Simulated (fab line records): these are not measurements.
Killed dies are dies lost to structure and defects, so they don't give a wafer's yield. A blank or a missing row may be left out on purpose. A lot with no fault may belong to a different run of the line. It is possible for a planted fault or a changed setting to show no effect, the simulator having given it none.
Which tool was responsible? | flow sky130 | Sampling: 14 lots, 42 wafers, 3 of 708 route steps

== WHAT THE GAUGES SHOWED, per wafer ==
SKY_RES_XHIGH_TW_MEAS_09.
lot  | measured     | on            | RES_XHIGH_TW
L366 | day 26 08:09 | film metro-04 | 1620 1620 1628
L367 | day 26 21:25 | film metro-04 | 1622 1625 1628
L368 | day 27 08:29 | film metro-04 | 1623 1615 1610
L369 | day 27 19:23 | film metro-03 | 1648 1648 1635
L370 | day 28 06:53 | film metro-03 | 1636 1640 1635
L371 | day 28 14:32 | film metro-03 | 1640 1644 1633
L372 | day 29 02:26 | film metro-04 | 1619 1621 1620
L373 | day 29 11:05 | film metro-02 | 1610 1630 1618
L375 | day 29 21:23 | film metro-02 | 1619 1618 1632
L376 | day 30 05:46 | film metro-04 | 1621 1627 1630
L377 | day 30 13:59 | film metro-04 | 1627 1621 1625
L382 | day 32 02:10 | film metro-02 | 1409 1414 1406
L384 | day 32 21:09 | film metro-03 | 1429 1426 1430
L389 | day 34 09:27 | film metro-04 | 1623 1618 1614

SKY_SD_N_RS_MEAS_18: measurement is done with a four-point probe.
lot  | measured     | on            | RES_XHIGH_RS (ohm/sq)
L366 | day 27 13:58 | film metro-04 | 330.9 330.2 330.0
L367 | day 28 02:58 | film metro-02 | 331.6 330.4 331.6
L368 | day 28 13:58 | film metro-04 | 334.5 334.6 333.2
L369 | day 29 01:07 | film metro-03 | 332.3 331.9 333.8
L370 | day 29 12:21 | film metro-03 | 334.2 334.6 334.8
L371 | day 29 19:38 | film metro-03 | 334.3 333.3 334.9
L372 | day 30 07:29 | film metro-03 | 332.5 333.8 334.1
L373 | day 30 16:28 | film metro-04 | 333.5 333.7 335.0
L375 | day 31 02:19 | film metro-02 | 332.0 331.4 331.7
L376 | day 31 09:56 | film metro-04 | 332.7 332.3 332.3
L377 | day 31 16:50 | film metro-02 | 331.8 332.6 331.1
L382 | day 33 06:06 | film metro-04 | 485.9 486.6 485.1
L384 | day 34 00:56 | film metro-02 | 482.8 485.0 485.0
L389 | day 35 12:05 | film metro-03 | 333.4 334.6 334.7

== TOOL THAT RAN EACH LOT (tool first, then ch and the chambers of the sampled wafers, then the start) ==
lot  | SKY_RES_XHIGH_IMPLANT_07
L366 | implanter-04 ch 0, day 26 07:56
L367 | implanter-03 ch 0, day 26 21:10
L368 | implanter-03 ch 0, day 27 08:14
L369 | implanter-02 ch 0, day 27 19:08
L370 | implanter-03 ch 0, day 28 06:40
L371 | implanter-03 ch 0, day 28 14:18
L372 | implanter-03 ch 0, day 29 02:12
L373 | implanter-04 ch 0, day 29 10:52
L375 | implanter-03 ch 0, day 29 21:08
L376 | implanter-02 ch 0, day 30 05:30
L377 | implanter-04 ch 0, day 30 13:45
L382 | implanter-03 ch 0, day 32 01:56
L384 | implanter-03 ch 0, day 32 20:55
L389 | implanter-04 ch 0, day 34 09:12
- SKY_RES_XHIGH_IMPLANT_07

== AS READ BY THE TOOLS THEMSELVES (means over the sampled wafers that have a number; for cases with no such wafer, the mark the record gives instead) ==
SKY_RES_XHIGH_IMPLANT_07.
lot  | tool         | beam energy keV | beam on s (s) | dose ions cm2
L366 | implanter-04 | 20.007          | 40.5          | 3.6e+14
L367 | implanter-03 | 20.000          | 38.7          | 3.6e+14
L368 | implanter-03 | 20.004          | 38.4          | 3.6e+14
L369 | implanter-02 | 19.988          | 46.0          | 3.6e+14
L370 | implanter-03 | 19.997          | 38.6          | 3.6e+14
L371 | implanter-03 | 20.000          | 39.0          | 3.6e+14
L372 | implanter-03 | 20.010          | 38.2          | 3.6e+14
L373 | implanter-04 | 19.998          | 40.6          | 3.6e+14
L375 | implanter-03 | 20.006          | 38.5          | 3.6e+14
L376 | implanter-02 | 19.996          | 45.3          | 3.6e+14
L377 | implanter-04 | 19.999          | 41.0          | 3.6e+14
L382 | implanter-03 | 20.002          | 24.3          | 2.3e+14
L384 | implanter-03 | 20.001          | 24.0          | 2.3e+14
L389 | implanter-04 | 19.992          | 40.7          | 3.6e+14

== THE ANSWER, worked out from the rows above alone ==
Rule: what is usual is taken from the lots themselves. The widest of any qualifying gaps counts: lots, ordered by their means at a reading, are off when they make up no more than a third of the lots, leave a main group of 4 or more, and stand apart from it by 3 or more times the standard deviation of that group's means. A main group is skipped when, at the precision printed for the reading in the tables above, its means are all equal. Also off: a lot with no number at a reading for which 4 or more lots have one. The other lots that the step has rows for count as sound. Order of review: gauges by route order, followed by the tools' own readings, for which a lot's mean as printed above is used. The first step at which some lot is off is used, and at that step the reading that is off furthest; a lot without a number counts as furthest.
Off: L382, L384, seen at SKY_RES_XHIGH_TW_MEAS_09 (RES_XHIGH_TW). Mean 1626 and standard deviation 8.5 in the main group.
A tool fits if, at a process step before that reading, it ran every lot that is off, and no sound lot after the first of them. The gauges at SKY_RES_XHIGH_TW_MEAS_09 aren't tried: what is off there is off at SKY_RES_XHIGH_IMPLANT_07 too, on other tools, and a gauge's error can't cause that. One fits: implanter-03 at SKY_RES_XHIGH_IMPLANT_07. A fault onset in the window from L375 (day 29 21:08, its last sound lot) to L382 (day 32 01:56, its first lot off) fits.
The tool's own readings at SKY_RES_XHIGH_IMPLANT_07 bear it out: on the lots that are off they differ by more than 5 times the standard deviation of the sound lots' means. beam on s reads 24.1 s there against 40.5 s on the sound lots; dose ions cm2 reads 2.3e+14 there against 3.6e+14 on the sound lots.

== WHAT THE SIMULATOR PUT IN ==
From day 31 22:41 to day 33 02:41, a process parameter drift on implanter-03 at SKY_RES_XHIGH_IMPLANT_07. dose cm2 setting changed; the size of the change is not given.
Lots struck among those shown: L382, L384. Same finding as the rule above.
